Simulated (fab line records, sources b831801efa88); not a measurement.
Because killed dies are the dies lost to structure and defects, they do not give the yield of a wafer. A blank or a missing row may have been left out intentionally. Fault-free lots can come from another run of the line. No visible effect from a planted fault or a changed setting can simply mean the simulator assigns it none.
fab line records / flow sky130
[record] lots = 14 wafers = 42 last_day = 50
route steps=708 shown CONTACT@423 VIA3@573 CAP2M@604
lots that met no fault: taken from a fault-free run of the same line
start_h: hours from the record's first day to the start of the lot's first wafer shown / wait_h: how many hours have passed since the lot's step before this one / " as in the row above / L1.1+2: one row covering several wafers at once / - no value, or no start given / * or withheld: withheld / < > ~ a bound
route shown NAME@n: names a module that has steps shown in the file, with the first one's number in the route / usual: mean and standard deviation over wafers with no fault / same: alike in all rows / chamber/n: place in a boat / sites: the reading at each site / _std_site: the standard deviation of these / _edge_site: outer sites' mean less inner sites' / radius_mm: how far each site lies from the wafer's centre / mask NAME#n: copy n / behind: the tool/chamber that last shaped the wafer / hold: the reason the lot was held/the length of the hold in hours/how it ended / device: whichever transistor did not switch (one of n, p or np) / end of line: tests of these same wafers at the route's end / where a step has no rows: the recipe by itself / killed: count of dies lost to structure and defects at first sort (not the wafer's yield) / map: shows each die of a wafer: x if killed, . if not, _ if none is there
set.NAME: the setting as run; set.NAME@STEP: as run at that earlier step / model.NAME: the simulator's own value behind a step, which no gauge read
one table for each step of the route and one row for each wafer, over a sample of lots
services: when a tool's chamber went out of use (start_h, in hours from the record's first day, below 0 if earlier), for how many hours, and the reason
[[steps]]
[step SKY_CONTACT_ETCH_17]
[recipe] target = SiO2 chemistry = C4F8/O2/Ar stop_on = Si3N4 mask_material = KrF-thick source_w = 1500 bias_w = 1200 pressure_mtorr = 40 c4f8_flow_sccm = withheld O2_flow_sccm = 6 Ar_flow_sccm = 300 time_s = withheld target_depth_a = 3400
[usual] oes_product_au = 0.893/0.0047
lot.wafer=L479.2 tool=rie_diel-03 chamber=2 start_h=725.27 wait_h=0.0 oes_product_au=0.900
lot.wafer=L479.4 tool=rie_diel-03 chamber=1 start_h=725.27 wait_h=0.0 oes_product_au=0.901
lot.wafer=L479.5 tool=rie_diel-03 chamber=3 start_h=725.27 wait_h=0.0 oes_product_au=0.898
lot.wafer=L478.2 tool=rie_diel-02 chamber=2 start_h=728.25 wait_h=0.0 oes_product_au=0.887
lot.wafer=L478.3 tool=rie_diel-02 chamber=1 start_h=728.25 wait_h=0.0 oes_product_au=0.895
lot.wafer=L478.5 tool=rie_diel-02 chamber=2 start_h=728.25 wait_h=0.0 oes_product_au=0.897
lot.wafer=L480.1 tool=rie_diel-02 chamber=3 start_h=744.27 wait_h=0.0 oes_product_au=0.888
lot.wafer=L480.4 tool=rie_diel-02 chamber=2 start_h=744.27 wait_h=0.0 oes_product_au=0.898
lot.wafer=L480.5 tool=rie_diel-02 chamber=1 start_h=744.27 wait_h=0.0 oes_product_au=0.893
lot.wafer=L481.1 tool=rie_diel-01 chamber=1 start_h=763.40 wait_h=0.0 oes_product_au=0.897
lot.wafer=L481.2 tool=rie_diel-01 chamber=3 start_h=763.40 wait_h=0.0 oes_product_au=0.893
lot.wafer=L481.3 tool=rie_diel-01 chamber=2 start_h=763.40 wait_h=0.0 oes_product_au=0.896
lot.wafer=L482.1 tool=rie_diel-01 chamber=3 start_h=770.97 wait_h=0.0 oes_product_au=0.889
lot.wafer=L482.3 tool=rie_diel-01 chamber=2 start_h=770.97 wait_h=0.0 oes_product_au=0.890
lot.wafer=L482.6 tool=rie_diel-01 chamber=2 start_h=770.97 wait_h=0.0 oes_product_au=0.889
lot.wafer=L484.2 tool=rie_diel-03 chamber=1 start_h=782.08 wait_h=0.0 oes_product_au=0.897
lot.wafer=L484.5 tool=rie_diel-03 chamber=1 start_h=782.08 wait_h=0.0 oes_product_au=0.897
lot.wafer=L484.6 tool=rie_diel-03 chamber=2 start_h=782.08 wait_h=0.0 oes_product_au=0.899
lot.wafer=L489.3 tool=rie_diel-03 chamber=0 start_h=818.17 wait_h=0.0 oes_product_au=0.895
lot.wafer=L489.4 tool=rie_diel-03 chamber=2 start_h=818.17 wait_h=0.0 oes_product_au=0.893
lot.wafer=L489.5 tool=rie_diel-03 chamber=3 start_h=818.17 wait_h=0.0 oes_product_au=0.889
lot.wafer=L491.4 tool=rie_diel-03 chamber=0 start_h=836.17 wait_h=0.0 oes_product_au=0.897
lot.wafer=L491.5 tool=rie_diel-03 chamber=1 start_h=836.17 wait_h=0.0 oes_product_au=0.892
lot.wafer=L491.6 tool=rie_diel-03 chamber=0 start_h=836.17 wait_h=0.0 oes_product_au=0.882
lot.wafer=L492.1 tool=rie_diel-03 chamber=3 start_h=841.82 wait_h=0.0 oes_product_au=0.896
lot.wafer=L492.5 tool=rie_diel-03 chamber=1 start_h=841.82 wait_h=0.0 oes_product_au=0.887
lot.wafer=L492.6 tool=rie_diel-03 chamber=0 start_h=841.82 wait_h=0.0 oes_product_au=0.889
lot.wafer=L496.2 tool=rie_diel-03 chamber=3 start_h=872.55 wait_h=0.0 oes_product_au=0.892
lot.wafer=L496.3 tool=rie_diel-03 chamber=0 start_h=872.55 wait_h=0.0 oes_product_au=0.894
lot.wafer=L496.4 tool=rie_diel-03 chamber=1 start_h=872.55 wait_h=0.0 oes_product_au=0.882
lot.wafer=L499.2 tool=rie_diel-02 chamber=3 start_h=901.71 wait_h=0.0 oes_product_au=0.889
lot.wafer=L499.5 tool=rie_diel-02 chamber=2 start_h=901.71 wait_h=0.0 oes_product_au=0.886
lot.wafer=L499.6 tool=rie_diel-02 chamber=1 start_h=901.71 wait_h=0.0 oes_product_au=0.896
lot.wafer=L500.1 tool=rie_diel-03 chamber=1 start_h=902.55 wait_h=0.0 oes_product_au=0.887
lot.wafer=L500.3 tool=rie_diel-03 chamber=0 start_h=902.55 wait_h=0.0 oes_product_au=0.899
lot.wafer=L500.5 tool=rie_diel-03 chamber=3 start_h=902.55 wait_h=0.0 oes_product_au=0.891
lot.wafer=L498.1 tool=rie_diel-01 chamber=2 start_h=904.60 wait_h=0.0 oes_product_au=0.887
lot.wafer=L498.4 tool=rie_diel-01 chamber=2 start_h=904.60 wait_h=0.0 oes_product_au=0.898
lot.wafer=L498.5 tool=rie_diel-01 chamber=1 start_h=904.60 wait_h=0.0 oes_product_au=0.895
lot.wafer=L501.2 tool=rie_diel-01 chamber=3 start_h=908.75 wait_h=0.0 oes_product_au=0.894
lot.wafer=L501.3 tool=rie_diel-01 chamber=0 start_h=908.75 wait_h=0.0 oes_product_au=0.889
lot.wafer=L501.5 tool=rie_diel-01 chamber=0 start_h=908.75 wait_h=0.0 oes_product_au=0.891
[step SKY_VIA3_HDPCVD_00]
[recipe] material = SiO2 target_thk_nm = 1635 sigma_open_frac = 0.3 time_s = 272.5 temp_c = 400 sih4_flow_sccm = 60 pressure_mtorr = 6
[same] time_s = 272.5
lot.wafer=L479.2+4+5 tool=hdpcvd-01 chamber=1,2,1 start_h=892.25 wait_h=0.0
lot.wafer=L478.2+3+5 tool=hdpcvd-02 chamber=1,2,0 start_h=895.60 wait_h=0.0
lot.wafer=L480.1+4+5 tool=hdpcvd-02 chamber=2,2,1 start_h=909.99 wait_h=0.0
lot.wafer=L481.1+2+3 tool=hdpcvd-01 chamber=1,0,2 start_h=926.98 wait_h=0.0
lot.wafer=L481.1+2+3 tool=hdpcvd-01 chamber=1,0,2 start_h=927.31 wait_h=0.3
lot.wafer=L482.1+3+6 tool=hdpcvd-01 chamber=0,2,2 start_h=935.44 wait_h=0.0
lot.wafer=L484.2+5+6 tool=hdpcvd-02 chamber=0,1,0 start_h=944.72 wait_h=0.0
lot.wafer=L489.3+4+5 tool=hdpcvd-02 chamber=2,0,1 start_h=978.49 wait_h=0.0
lot.wafer=L489.3+4+5 tool=hdpcvd-02 chamber=2,0,1 start_h=978.82 wait_h=0.3
lot.wafer=L491.4+5+6 tool=hdpcvd-02 chamber=1,2,0 start_h=994.00 wait_h=0.1
lot.wafer=L492.1+5+6 tool=hdpcvd-02 chamber=2,1,2 start_h=998.69 wait_h=0.0
lot.wafer=L496.2+3+4 tool=hdpcvd-01 chamber=2,0,2 start_h=1026.82 wait_h=0.0
lot.wafer=L499.2+5+6 tool=hdpcvd-01 chamber=2,1,2 start_h=1052.49 wait_h=0.0
lot.wafer=L500.1+3+5 tool=hdpcvd-01 chamber=2 start_h=1053.39 wait_h=0.0
lot.wafer=L498.1+4+5 tool=hdpcvd-02 chamber=2,2,0 start_h=1055.83 wait_h=0.0
lot.wafer=L501.2+3+5 tool=hdpcvd-02 chamber=0,2,1 start_h=1059.63 wait_h=0.0
[step SKY_VIA3_THK_MEAS_01]
[recipe] reads = SiO2_of_VIA3_HDPCVD_00
[usual] VIA3_HDPCVD_THK = 1634/21
lot.wafer=L479.2 tool=film_metro-02 chamber=- start_h=892.42 wait_h=0.1 VIA3_HDPCVD_THK[nm]=1589
lot.wafer=L479.4 tool=film_metro-02 chamber=- start_h=892.42 wait_h=0.1 VIA3_HDPCVD_THK[nm]=1619
lot.wafer=L479.5 tool=film_metro-02 chamber=- start_h=892.42 wait_h=0.1 VIA3_HDPCVD_THK[nm]=1576
lot.wafer=L478.2 tool=film_metro-01 chamber=- start_h=895.78 wait_h=0.1 VIA3_HDPCVD_THK[nm]=1639
lot.wafer=L478.3 tool=film_metro-01 chamber=- start_h=895.78 wait_h=0.1 VIA3_HDPCVD_THK[nm]=1655
lot.wafer=L478.5 tool=film_metro-01 chamber=- start_h=895.78 wait_h=0.1 VIA3_HDPCVD_THK[nm]=1638
lot.wafer=L480.1 tool=film_metro-03 chamber=- start_h=910.16 wait_h=0.1 VIA3_HDPCVD_THK[nm]=1670
lot.wafer=L480.4 tool=film_metro-03 chamber=- start_h=910.16 wait_h=0.1 VIA3_HDPCVD_THK[nm]=1665
lot.wafer=L480.5 tool=film_metro-03 chamber=- start_h=910.16 wait_h=0.1 VIA3_HDPCVD_THK[nm]=1620
lot.wafer=L481.1 tool=film_metro-01 chamber=- start_h=927.48 wait_h=0.1 VIA3_HDPCVD_THK[nm]=3279
lot.wafer=L481.2 tool=film_metro-01 chamber=- start_h=927.48 wait_h=0.1 VIA3_HDPCVD_THK[nm]=3288
lot.wafer=L481.3 tool=film_metro-01 chamber=- start_h=927.48 wait_h=0.1 VIA3_HDPCVD_THK[nm]=3350
lot.wafer=L482.1 tool=film_metro-02 chamber=- start_h=935.61 wait_h=0.1 VIA3_HDPCVD_THK[nm]=1631
lot.wafer=L482.3 tool=film_metro-02 chamber=- start_h=935.61 wait_h=0.1 VIA3_HDPCVD_THK[nm]=1683
lot.wafer=L482.6 tool=film_metro-02 chamber=- start_h=935.61 wait_h=0.1 VIA3_HDPCVD_THK[nm]=1664
lot.wafer=L484.2 tool=film_metro-01 chamber=- start_h=944.89 wait_h=0.1 VIA3_HDPCVD_THK[nm]=1662
lot.wafer=L484.5 tool=film_metro-01 chamber=- start_h=944.89 wait_h=0.1 VIA3_HDPCVD_THK[nm]=1641
lot.wafer=L484.6 tool=film_metro-01 chamber=- start_h=944.89 wait_h=0.1 VIA3_HDPCVD_THK[nm]=1673
lot.wafer=L489.3 tool=film_metro-03 chamber=- start_h=979.01 wait_h=0.1 VIA3_HDPCVD_THK[nm]=3239
lot.wafer=L489.4 tool=film_metro-03 chamber=- start_h=979.01 wait_h=0.1 VIA3_HDPCVD_THK[nm]=3291
lot.wafer=L489.5 tool=film_metro-03 chamber=- start_h=979.01 wait_h=0.1 VIA3_HDPCVD_THK[nm]=3239
lot.wafer=L491.4 tool=film_metro-01 chamber=- start_h=994.12 wait_h=0.0 VIA3_HDPCVD_THK[nm]=1617
lot.wafer=L491.5 tool=film_metro-01 chamber=- start_h=994.12 wait_h=0.0 VIA3_HDPCVD_THK[nm]=1598
lot.wafer=L491.6 tool=film_metro-01 chamber=- start_h=994.12 wait_h=0.0 VIA3_HDPCVD_THK[nm]=1616
lot.wafer=L492.1 tool=film_metro-01 chamber=- start_h=998.86 wait_h=0.1 VIA3_HDPCVD_THK[nm]=1593
lot.wafer=L492.5 tool=film_metro-01 chamber=- start_h=998.86 wait_h=0.1 VIA3_HDPCVD_THK[nm]=1631
lot.wafer=L492.6 tool=film_metro-01 chamber=- start_h=998.86 wait_h=0.1 VIA3_HDPCVD_THK[nm]=1625
lot.wafer=L496.2 tool=film_metro-03 chamber=- start_h=1027.00 wait_h=0.1 VIA3_HDPCVD_THK[nm]=1648
lot.wafer=L496.3 tool=film_metro-03 chamber=- start_h=1027.00 wait_h=0.1 VIA3_HDPCVD_THK[nm]=1602
lot.wafer=L496.4 tool=film_metro-03 chamber=- start_h=1027.00 wait_h=0.1 VIA3_HDPCVD_THK[nm]=1628
lot.wafer=L499.2 tool=film_metro-02 chamber=- start_h=1052.75 wait_h=0.2 VIA3_HDPCVD_THK[nm]=1655
lot.wafer=L499.5 tool=film_metro-02 chamber=- start_h=1052.75 wait_h=0.2 VIA3_HDPCVD_THK[nm]=1646
lot.wafer=L499.6 tool=film_metro-02 chamber=- start_h=1052.75 wait_h=0.2 VIA3_HDPCVD_THK[nm]=1674
lot.wafer=L500.1 tool=film_metro-02 chamber=- start_h=1053.64 wait_h=0.2 VIA3_HDPCVD_THK[nm]=1624
lot.wafer=L500.3 tool=film_metro-02 chamber=- start_h=1053.64 wait_h=0.2 VIA3_HDPCVD_THK[nm]=1634
lot.wafer=L500.5 tool=film_metro-02 chamber=- start_h=1053.64 wait_h=0.2 VIA3_HDPCVD_THK[nm]=1640
lot.wafer=L498.1 tool=film_metro-01 chamber=- start_h=1056.00 wait_h=0.1 VIA3_HDPCVD_THK[nm]=1608
lot.wafer=L498.4 tool=film_metro-01 chamber=- start_h=1056.00 wait_h=0.1 VIA3_HDPCVD_THK[nm]=1598
lot.wafer=L498.5 tool=film_metro-01 chamber=- start_h=1056.00 wait_h=0.1 VIA3_HDPCVD_THK[nm]=1598
lot.wafer=L501.2 tool=film_metro-01 chamber=- start_h=1059.81 wait_h=0.1 VIA3_HDPCVD_THK[nm]=1613
lot.wafer=L501.3 tool=film_metro-01 chamber=- start_h=1059.81 wait_h=0.1 VIA3_HDPCVD_THK[nm]=1623
lot.wafer=L501.5 tool=film_metro-01 chamber=- start_h=1059.81 wait_h=0.1 VIA3_HDPCVD_THK[nm]=1609
[step SKY_VIA3_CD_MEAS_12]
[recipe] target_cd_nm = 200
[usual] cd_nm = 199.7/1.7
lot.wafer=L479.2 tool=cd_sem-02 chamber=- start_h=917.64 wait_h=- cd_nm=201.1
lot.wafer=L479.4 tool=cd_sem-02 chamber=- start_h=917.64 wait_h=- cd_nm=200.3
lot.wafer=L479.5 tool=cd_sem-02 chamber=- start_h=917.64 wait_h=- cd_nm=200.0
lot.wafer=L478.2 tool=cd_sem-02 chamber=- start_h=921.13 wait_h=- cd_nm=200.1
lot.wafer=L478.3 tool=cd_sem-02 chamber=- start_h=921.13 wait_h=- cd_nm=199.4
lot.wafer=L478.5 tool=cd_sem-02 chamber=- start_h=921.13 wait_h=- cd_nm=200.9
lot.wafer=L480.1 tool=cd_sem-02 chamber=- start_h=935.32 wait_h=- cd_nm=199.7
lot.wafer=L480.4 tool=cd_sem-02 chamber=- start_h=935.32 wait_h=- cd_nm=200.6
lot.wafer=L480.5 tool=cd_sem-02 chamber=- start_h=935.32 wait_h=- cd_nm=198.3
lot.wafer=L481.1 tool=cd_sem-02 chamber=- start_h=951.60 wait_h=- cd_nm=200.1
lot.wafer=L481.2 tool=cd_sem-02 chamber=- start_h=951.60 wait_h=- cd_nm=200.4
lot.wafer=L481.3 tool=cd_sem-02 chamber=- start_h=951.60 wait_h=- cd_nm=201.0
lot.wafer=L482.1 tool=cd_sem-01 chamber=- start_h=960.63 wait_h=- cd_nm=200.3
lot.wafer=L482.3 tool=cd_sem-01 chamber=- start_h=960.63 wait_h=- cd_nm=201.5
lot.wafer=L482.6 tool=cd_sem-01 chamber=- start_h=960.63 wait_h=- cd_nm=201.1
lot.wafer=L484.2 tool=cd_sem-01 chamber=- start_h=969.69 wait_h=- cd_nm=198.8
lot.wafer=L484.5 tool=cd_sem-01 chamber=- start_h=969.69 wait_h=- cd_nm=198.8
lot.wafer=L484.6 tool=cd_sem-01 chamber=- start_h=969.69 wait_h=- cd_nm=198.6
lot.wafer=L489.3 tool=cd_sem-02 chamber=- start_h=1002.25 wait_h=- cd_nm=201.8
lot.wafer=L489.4 tool=cd_sem-02 chamber=- start_h=1002.25 wait_h=- cd_nm=200.7
lot.wafer=L489.5 tool=cd_sem-02 chamber=- start_h=1002.25 wait_h=- cd_nm=200.2
lot.wafer=L491.4 tool=cd_sem-02 chamber=- start_h=1017.91 wait_h=- cd_nm=196.5
lot.wafer=L491.5 tool=cd_sem-02 chamber=- start_h=1017.91 wait_h=- cd_nm=198.9
lot.wafer=L491.6 tool=cd_sem-02 chamber=- start_h=1017.91 wait_h=- cd_nm=196.1
lot.wafer=L492.1 tool=cd_sem-02 chamber=- start_h=1022.85 wait_h=- cd_nm=201.3
lot.wafer=L492.5 tool=cd_sem-02 chamber=- start_h=1022.85 wait_h=- cd_nm=200.1
lot.wafer=L492.6 tool=cd_sem-02 chamber=- start_h=1022.85 wait_h=- cd_nm=201.3
lot.wafer=L496.2 tool=cd_sem-01 chamber=- start_h=1049.56 wait_h=- cd_nm=200.8
lot.wafer=L496.3 tool=cd_sem-01 chamber=- start_h=1049.56 wait_h=- cd_nm=201.2
lot.wafer=L496.4 tool=cd_sem-01 chamber=- start_h=1049.56 wait_h=- cd_nm=201.5
lot.wafer=L499.2 tool=cd_sem-01 chamber=- start_h=1074.13 wait_h=- cd_nm=196.5
lot.wafer=L499.5 tool=cd_sem-01 chamber=- start_h=1074.13 wait_h=- cd_nm=196.3
lot.wafer=L499.6 tool=cd_sem-01 chamber=- start_h=1074.13 wait_h=- cd_nm=198.0
lot.wafer=L500.1 tool=cd_sem-01 chamber=- start_h=1075.05 wait_h=- cd_nm=198.4
lot.wafer=L500.3 tool=cd_sem-01 chamber=- start_h=1075.05 wait_h=- cd_nm=198.0
lot.wafer=L500.5 tool=cd_sem-01 chamber=- start_h=1075.05 wait_h=- cd_nm=199.3
lot.wafer=L498.1 tool=cd_sem-01 chamber=- start_h=1077.01 wait_h=- cd_nm=200.9
lot.wafer=L498.4 tool=cd_sem-01 chamber=- start_h=1077.01 wait_h=- cd_nm=202.0
lot.wafer=L498.5 tool=cd_sem-01 chamber=- start_h=1077.01 wait_h=- cd_nm=201.1
lot.wafer=L501.2 tool=cd_sem-02 chamber=- start_h=1080.82 wait_h=- cd_nm=197.7
lot.wafer=L501.3 tool=cd_sem-02 chamber=- start_h=1080.82 wait_h=- cd_nm=196.2
lot.wafer=L501.5 tool=cd_sem-02 chamber=- start_h=1080.82 wait_h=- cd_nm=197.1
[step SKY_CAP2M_THK_MEAS_01]
[recipe] reads = SiO2_of_CAP2M_CVD_00
[usual] CAP2M_CVD_00_THK = 15.52/0.27
lot.wafer=L479.2 tool=film_metro-04 chamber=- start_h=919.36 wait_h=- CAP2M_CVD_00_THK[nm]=15.61
lot.wafer=L479.4 tool=film_metro-04 chamber=- start_h=919.36 wait_h=- CAP2M_CVD_00_THK[nm]=15.88
lot.wafer=L479.5 tool=film_metro-04 chamber=- start_h=919.36 wait_h=- CAP2M_CVD_00_THK[nm]=15.62
lot.wafer=L478.2 tool=film_metro-04 chamber=- start_h=922.81 wait_h=- CAP2M_CVD_00_THK[nm]=15.74
lot.wafer=L478.3 tool=film_metro-04 chamber=- start_h=922.81 wait_h=- CAP2M_CVD_00_THK[nm]=15.54
lot.wafer=L478.5 tool=film_metro-04 chamber=- start_h=922.81 wait_h=- CAP2M_CVD_00_THK[nm]=15.75
lot.wafer=L480.1 tool=film_metro-02 chamber=- start_h=937.01 wait_h=- CAP2M_CVD_00_THK[nm]=15.17
lot.wafer=L480.4 tool=film_metro-02 chamber=- start_h=937.01 wait_h=- CAP2M_CVD_00_THK[nm]=15.40
lot.wafer=L480.5 tool=film_metro-02 chamber=- start_h=937.01 wait_h=- CAP2M_CVD_00_THK[nm]=15.71
lot.wafer=L481.1 tool=film_metro-02 chamber=- start_h=953.29 wait_h=- CAP2M_CVD_00_THK[nm]=15.13
lot.wafer=L481.2 tool=film_metro-02 chamber=- start_h=953.29 wait_h=- CAP2M_CVD_00_THK[nm]=15.47
lot.wafer=L481.3 tool=film_metro-02 chamber=- start_h=953.29 wait_h=- CAP2M_CVD_00_THK[nm]=15.46
lot.wafer=L482.1 tool=film_metro-01 chamber=- start_h=962.67 wait_h=- CAP2M_CVD_00_THK[nm]=15.56
lot.wafer=L482.3 tool=film_metro-01 chamber=- start_h=962.67 wait_h=- CAP2M_CVD_00_THK[nm]=15.76
lot.wafer=L482.6 tool=film_metro-01 chamber=- start_h=962.67 wait_h=- CAP2M_CVD_00_THK[nm]=16.06
lot.wafer=L484.2 tool=film_metro-01 chamber=- start_h=971.38 wait_h=- CAP2M_CVD_00_THK[nm]=15.38
lot.wafer=L484.5 tool=film_metro-01 chamber=- start_h=971.38 wait_h=- CAP2M_CVD_00_THK[nm]=15.73
lot.wafer=L484.6 tool=film_metro-01 chamber=- start_h=971.38 wait_h=- CAP2M_CVD_00_THK[nm]=15.58
lot.wafer=L489.3 tool=film_metro-02 chamber=- start_h=1003.92 wait_h=- CAP2M_CVD_00_THK[nm]=15.41
lot.wafer=L489.4 tool=film_metro-02 chamber=- start_h=1003.92 wait_h=- CAP2M_CVD_00_THK[nm]=14.79
lot.wafer=L489.5 tool=film_metro-02 chamber=- start_h=1003.92 wait_h=- CAP2M_CVD_00_THK[nm]=15.41
lot.wafer=L491.4 tool=film_metro-04 chamber=- start_h=1019.62 wait_h=- CAP2M_CVD_00_THK[nm]=15.64
lot.wafer=L491.5 tool=film_metro-04 chamber=- start_h=1019.62 wait_h=- CAP2M_CVD_00_THK[nm]=15.48
lot.wafer=L491.6 tool=film_metro-04 chamber=- start_h=1019.62 wait_h=- CAP2M_CVD_00_THK[nm]=16.18
lot.wafer=L492.1 tool=film_metro-04 chamber=- start_h=1024.81 wait_h=- CAP2M_CVD_00_THK[nm]=15.24
lot.wafer=L492.5 tool=film_metro-04 chamber=- start_h=1024.81 wait_h=- CAP2M_CVD_00_THK[nm]=15.72
lot.wafer=L492.6 tool=film_metro-04 chamber=- start_h=1024.81 wait_h=- CAP2M_CVD_00_THK[nm]=15.33
lot.wafer=L496.2 tool=film_metro-02 chamber=- start_h=1051.25 wait_h=- CAP2M_CVD_00_THK[nm]=15.50
lot.wafer=L496.3 tool=film_metro-02 chamber=- start_h=1051.25 wait_h=- CAP2M_CVD_00_THK[nm]=15.94
lot.wafer=L496.4 tool=film_metro-02 chamber=- start_h=1051.25 wait_h=- CAP2M_CVD_00_THK[nm]=15.51
lot.wafer=L499.2 tool=film_metro-04 chamber=- start_h=1076.07 wait_h=- CAP2M_CVD_00_THK[nm]=15.13
lot.wafer=L499.5 tool=film_metro-04 chamber=- start_h=1076.07 wait_h=- CAP2M_CVD_00_THK[nm]=15.66
lot.wafer=L499.6 tool=film_metro-04 chamber=- start_h=1076.07 wait_h=- CAP2M_CVD_00_THK[nm]=15.48
lot.wafer=L500.1 tool=film_metro-04 chamber=- start_h=1076.74 wait_h=- CAP2M_CVD_00_THK[nm]=15.17
lot.wafer=L500.3 tool=film_metro-04 chamber=- start_h=1076.74 wait_h=- CAP2M_CVD_00_THK[nm]=15.46
lot.wafer=L500.5 tool=film_metro-04 chamber=- start_h=1076.74 wait_h=- CAP2M_CVD_00_THK[nm]=15.51
lot.wafer=L498.1 tool=film_metro-01 chamber=- start_h=1078.70 wait_h=- CAP2M_CVD_00_THK[nm]=14.94
lot.wafer=L498.4 tool=film_metro-01 chamber=- start_h=1078.70 wait_h=- CAP2M_CVD_00_THK[nm]=15.76
lot.wafer=L498.5 tool=film_metro-01 chamber=- start_h=1078.70 wait_h=- CAP2M_CVD_00_THK[nm]=15.79
lot.wafer=L501.2 tool=film_metro-04 chamber=- start_h=1082.50 wait_h=- CAP2M_CVD_00_THK[nm]=15.32
lot.wafer=L501.3 tool=film_metro-04 chamber=- start_h=1082.50 wait_h=- CAP2M_CVD_00_THK[nm]=15.52
lot.wafer=L501.5 tool=film_metro-04 chamber=- start_h=1082.50 wait_h=- CAP2M_CVD_00_THK[nm]=15.86
[[services]]
tool=rie_diel-02 chamber=0 start_h=727.56 hours=19.6 kind=repair
tool=hdpcvd-01 chamber=1 start_h=730.53 hours=9.6 kind=repair
tool=rie_diel-03 chamber=- start_h=752.99 hours=15.6 kind=pm
tool=hdpcvd-02 chamber=2 start_h=754.83 hours=13.1 kind=repair
tool=hdpcvd-01 chamber=- start_h=764.70 hours=2.8 kind=pm
tool=rie_diel-03 chamber=0 start_h=784.59 hours=11.3 kind=repair
tool=rie_diel-01 chamber=0 start_h=795.23 hours=2.7 kind=repair
tool=hdpcvd-02 chamber=- start_h=808.72 hours=1.3 kind=repair
tool=rie_diel-03 chamber=1 start_h=816.81 hours=5.8 kind=repair
tool=rie_diel-01 chamber=- start_h=825.19 hours=2.8 kind=pm
tool=hdpcvd-01 chamber=- start_h=844.54 hours=1.3 kind=repair
tool=hdpcvd-02 chamber=2 start_h=856.33 hours=3.8 kind=repair
tool=hdpcvd-02 chamber=- start_h=862.70 hours=0.5 kind=repair
tool=rie_diel-03 chamber=0 start_h=886.47 hours=6.3 kind=repair
tool=hdpcvd-02 chamber=- start_h=892.21 hours=1.2 kind=repair
tool=rie_diel-01 chamber=3 start_h=899.82 hours=6.1 kind=repair
tool=rie_diel-03 chamber=2 start_h=903.91 hours=3.3 kind=repair
tool=hdpcvd-02 chamber=- start_h=916.43 hours=14.6 kind=pm
tool=rie_diel-03 chamber=1 start_h=948.92 hours=5.3 kind=repair
tool=hdpcvd-02 chamber=- start_h=950.25 hours=15.0 kind=pm
tool=rie_diel-01 chamber=- start_h=963.08 hours=0.8 kind=repair
tool=rie_diel-03 chamber=3 start_h=971.64 hours=1.4 kind=repair
tool=rie_diel-03 chamber=0 start_h=1027.18 hours=2.5 kind=repair
tool=hdpcvd-01 chamber=0 start_h=1049.93 hours=3.7 kind=repair
[[key]]
[first_sign] step = SKY_VIA3_HDPCVD_00 reading = visit direction = added
[effect] step = SKY_VIA3_THK_MEAS_01 reading = VIA3_HDPCVD_THK direction = up sigmas = 80 usual = 1634 struck = 3281
met_at SKY_VIA3_HDPCVD_00
struck_lots L481,L489
sort_left_out L481.1,L481.2,L481.3,L489.3,L489.4,L489.5
not_acting_at SKY_CONTACT_ETCH_17,SKY_VIA3_CD_MEAS_12,SKY_CAP2M_THK_MEAS_01
[fault] kind = repeated_step_whole tool = hdpcvd-01,hdpcvd-02 chamber = - onset_h = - steps = SKY_VIA3_HDPCVD_00 times = 1 scope = struck_lots_only
// sort_left_out: the simulated sort isn't trusted on such a fault, so these wafers' sort isn't shown, and their yield isn't known
